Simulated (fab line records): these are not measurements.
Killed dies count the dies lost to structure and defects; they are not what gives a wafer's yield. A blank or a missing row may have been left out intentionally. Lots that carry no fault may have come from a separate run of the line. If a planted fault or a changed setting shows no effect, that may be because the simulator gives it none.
Which tool was responsible? -- flow gf180mcu -- 14 lots, 42 wafers sampled, at 2 steps of a route of 602

== WHAT THE GAUGES SHOWED, per wafer ==
GF_STI_BOW_MEAS_00.
lot,measured,on,INCOMING_BOW (um)
L789,day 1 15:00,filmMetro-03,-7 -2 -3
L790,day 1 20:01,filmMetro-03,4 -8 5
L791,day 2 01:01,filmMetro-03,3 -2 -12
L792,day 2 06:00,filmMetro-01,4 -4 2
L794,day 2 16:00,filmMetro-02,3 2 3
L797,day 3 07:00,filmMetro-01,-7 3 3
L801,day 4 03:02,filmMetro-01,-11 0 -1
L802,day 4 08:01,filmMetro-02,-6 0 -6
L803,day 4 13:00,filmMetro-02,5 -1 -4
L805,day 4 23:00,filmMetro-03,3 0 -6
L807,day 5 09:00,filmMetro-02,-8 2 1
L809,day 5 19:00,filmMetro-02,-8 -3 0
L810,day 6 00:02,filmMetro-02,-9 9 -1
L811,day 6 05:00,filmMetro-02,4 5 5

GF_VT_IMPLANT_OVL_MEAS_40.
lot,measured,on,VT_IMPLANT_03_OVL (nm)
L789,day 7 20:34,overlay-02,-1.0 1.8 -0.8
L790,day 8 01:25,overlay-01,0.5 -0.7 1.2
L791,day 8 08:49,overlay-02,-0.7 -1.7 -2.8
L792,day 8 13:13,overlay-01,1.9 1.9 2.5
L794,day 9 05:58,overlay-02,-2.1 -2.7 -1.9
L797,day 10 02:02,overlay-02,-0.1 0.3 -1.8
L801,day 11 08:03,overlay-01,-0.1 -1.3 0.4
L802,day 11 08:55,overlay-02,1.1 0.8 1.0
L803,day 11 19:32,overlay-02,-1.7 -1.8 0.5
L805,day 12 07:14,overlay-02,-1.9 -4.2 -2.3
L807,day 12 19:40,overlay-01,-2.0 -1.8 -0.9
L809,day 13 09:05,overlay-02,-2.0 -1.8 -2.4
L810,day 13 14:43,overlay-01,-1.3 -0.6 -2.0
L811,day 14 02:58,overlay-02,2.1 0.9 0.4

== WHAT TOOL EACH LOT RAN ON (gives the tool, then ch and the chambers of the sampled wafers, and finally the start) ==
The record holds no process step before these readings.

== AS READ BY THE TOOLS THEMSELVES (means over the sampled wafers that have a number; for cases with no such wafer, the mark the record gives instead) ==
The record holds no such reading with a usual standard deviation.

== THE ANSWER, worked out from the rows above alone ==
Rule: usual is defined by the lots themselves. Put in order of their means at a reading, lots are off if they are a third of the lots or fewer, leave a main group of 4 or more, and stand apart from it by a gap of 3 or more times the standard deviation of the main group's means; of several such gaps the widest counts. If all means in a main group match to the digits the tables above print for the reading, that group is not used. A lot without any number at a reading at which 4 lots or more have one is off too. Any other lot the step has rows for is counted as sound. First the gauges in route order, then the tools' own readings, where a lot's mean is used as printed above. The first step at which some lot is off is used, and at that step the reading that is off furthest; a lot without a number counts as furthest.
No lot is off at any reading shown: from this, nothing can be told.

== WHAT THE SIMULATOR PUT IN ==
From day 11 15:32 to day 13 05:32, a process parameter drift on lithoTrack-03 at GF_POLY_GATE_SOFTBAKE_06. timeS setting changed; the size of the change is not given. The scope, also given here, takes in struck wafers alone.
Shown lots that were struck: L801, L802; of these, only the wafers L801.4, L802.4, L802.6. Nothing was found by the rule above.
